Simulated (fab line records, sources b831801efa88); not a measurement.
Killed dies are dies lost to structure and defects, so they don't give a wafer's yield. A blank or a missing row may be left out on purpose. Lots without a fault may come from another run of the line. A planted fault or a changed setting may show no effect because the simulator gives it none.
Which tool did it? | flow sky130 | 6 lots, 18 wafers sampled, at 1 step of a route of 708

WHAT THE GAUGES READ, wafer by wafer
SKY_POLY_GATE_CD_MEAS_13: target cd 150 nm.
lot  | measured     | on        | cd_nm (nm)
L541 | day 17 19:02 | cd_sem-01 | 152.0 149.9 150.5
L544 | day 18 03:05 | cd_sem-02 | 149.1 150.8 150.4
L548 | day 19 18:40 | cd_sem-02 | 150.3 147.3 148.4
L555 | day 22 05:31 | cd_sem-01 | 148.9 150.7 149.0
L558 | day 22 15:58 | cd_sem-01 | 151.0 150.6 151.1
L559 | day 23 00:10 | cd_sem-01 | 148.5 148.6 148.2

WHICH TOOL RAN EACH LOT (tool, then ch and the chambers of the sampled wafers, then the start)
The record holds no process step before these readings.

THE ANSWER, worked out from the rows above alone
Rule: what is usual is taken from the lots themselves. Put in order of their means at a reading, lots are off if they are a third of the lots or fewer, leave a main group of 4 or more, and stand apart from it by a gap of 3 or more times the standard deviation of the main group's means; of several such gaps the widest counts. A main group whose means are all the same, to the digits that the tables above print for the reading, isn't used. A lot without any number at a reading at which 4 lots or more have one is off too. The other lots that the step has rows for count as sound.
No lot is off at any reading shown: from this, nothing can be told.

WHAT THE SIMULATOR HAD PUT IN
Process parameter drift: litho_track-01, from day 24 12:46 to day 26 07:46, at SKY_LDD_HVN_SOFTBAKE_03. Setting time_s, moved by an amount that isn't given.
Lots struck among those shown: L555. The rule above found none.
